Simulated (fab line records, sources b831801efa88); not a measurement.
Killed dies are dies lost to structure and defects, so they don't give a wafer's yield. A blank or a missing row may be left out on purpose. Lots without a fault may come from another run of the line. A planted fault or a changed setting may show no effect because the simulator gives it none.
Tool commonality check | flow gf180mcu | 12 lots, 36 wafers sampled

WHY IT WAS OPENED
At GF_V2_CD_MEAS_14 the reading cd_nm is flagged on 2 of 12 lots. Wafers without a fault read 260.3 nm, standard deviation 1.
Rule: a lot is flagged when every wafer of it that has a number lies more than 4 standard deviations from that mean, or none has a number. The other lots count as sound.

lot  | measured     | on        | cd_nm (nm), wafer by wafer | flag
L190 | day 20 03:10 | cd_sem-01 | 259.9 259.6 260.7          |
L191 | day 20 14:22 | cd_sem-01 | 259.8 260.0 258.9          |
L192 | day 20 23:28 | cd_sem-02 | 260.8 260.8 259.4          |
L194 | day 21 16:35 | cd_sem-01 | 259.5 259.7 259.3          |
L195 | day 22 03:52 | cd_sem-02 | 260.5 259.8 259.8          |
L202 | day 24 16:46 | cd_sem-02 | 267.6 267.5 267.1          | FLAGGED
L203 | day 25 00:40 | cd_sem-02 | 268.3 268.8 268.6          | FLAGGED
L207 | day 26 07:55 | cd_sem-02 | 259.1 259.5 258.5          |
L210 | day 27 05:22 | cd_sem-01 | 261.5 259.7 260.2          |
L211 | day 27 07:49 | cd_sem-02 | 261.3 262.3 261.4          |
L212 | day 27 19:02 | cd_sem-02 | 260.2 259.9 260.3          |
L213 | day 28 00:55 | cd_sem-02 | 260.5 261.0 260.7          |
The numbers of the flagged lots are 268.0 nm on average: +7.7 nm against the usual, or +8 standard deviations.

WHICH TOOL RAN EACH LOT
The record holds 1 process step before the reading, out of a route of 602 steps. In each cell: the tool, then ch and the chambers that the sampled wafers went through, then the start.
lot  | flag    | GF_V2_COAT_09
L190 |         | litho_track-04 ch 0, day 19 15:00
L191 |         | litho_track-04 ch 0, day 20 01:00
L192 |         | litho_track-02 ch 0, day 20 11:00
L194 |         | litho_track-03 ch 0, day 21 04:00
L195 |         | litho_track-04 ch 0, day 21 15:00
L202 | FLAGGED | litho_track-04 ch 0, day 24 05:00
L203 | FLAGGED | litho_track-04 ch 0, day 24 14:00
L207 |         | litho_track-02 ch 0, day 25 21:00
L210 |         | litho_track-02 ch 0, day 26 18:00
L211 |         | litho_track-03 ch 0, day 26 21:00
L212 |         | litho_track-03 ch 0, day 27 08:00
L213 |         | litho_track-02 ch 0, day 27 14:00
What these steps do:
- GF_V2_COAT_09: resist thk 1000 nm.
- GF_V2_CD_MEAS_14: target cd 260 nm.

FLAGGED OVER TOTAL, TOOL BY TOOL (the gauges that took the reading come last)
step             | tool           | lots run | flagged | share of the flagged lots | sound lots run after its first flagged lot
GF_V2_COAT_09    | litho_track-02 | 4        | 0       | none                      | -
GF_V2_COAT_09    | litho_track-03 | 3        | 0       | none                      | -
GF_V2_COAT_09    | litho_track-04 | 5        | 2       | all                       | 0
GF_V2_CD_MEAS_14 | cd_sem-01      | 4        | 0       | none                      | -
GF_V2_CD_MEAS_14 | cd_sem-02      | 8        | 2       | all                       | 4 (L207,L211,L212,L213)

WHAT THE TABLE ALLOWS
2 rows of the table ran every flagged lot: litho_track-04 at GF_V2_COAT_09, cd_sem-02 at GF_V2_CD_MEAS_14.
- litho_track-04 at GF_V2_COAT_09: 2 of its 5 lots flagged. Its last sound lot is L195 (day 21 15:00), its first flagged lot L202 (day 24 05:00): a fault that began between those two fits.
- cd_sem-02 at GF_V2_CD_MEAS_14: 2 of its 8 lots flagged. Sound lots ran on it after the first flagged one (L207, L211, L212, L213), which a lasting fault on the whole tool wouldn't allow.
One tool is left: litho_track-04 at GF_V2_COAT_09.

WHAT THE SIMULATOR HAD PUT IN
Process parameter drift: litho_track-04, from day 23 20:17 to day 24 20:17, at GF_V2_COAT_09. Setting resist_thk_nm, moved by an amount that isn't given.
Lots struck among those shown: L202, L203. The rule above found the same.
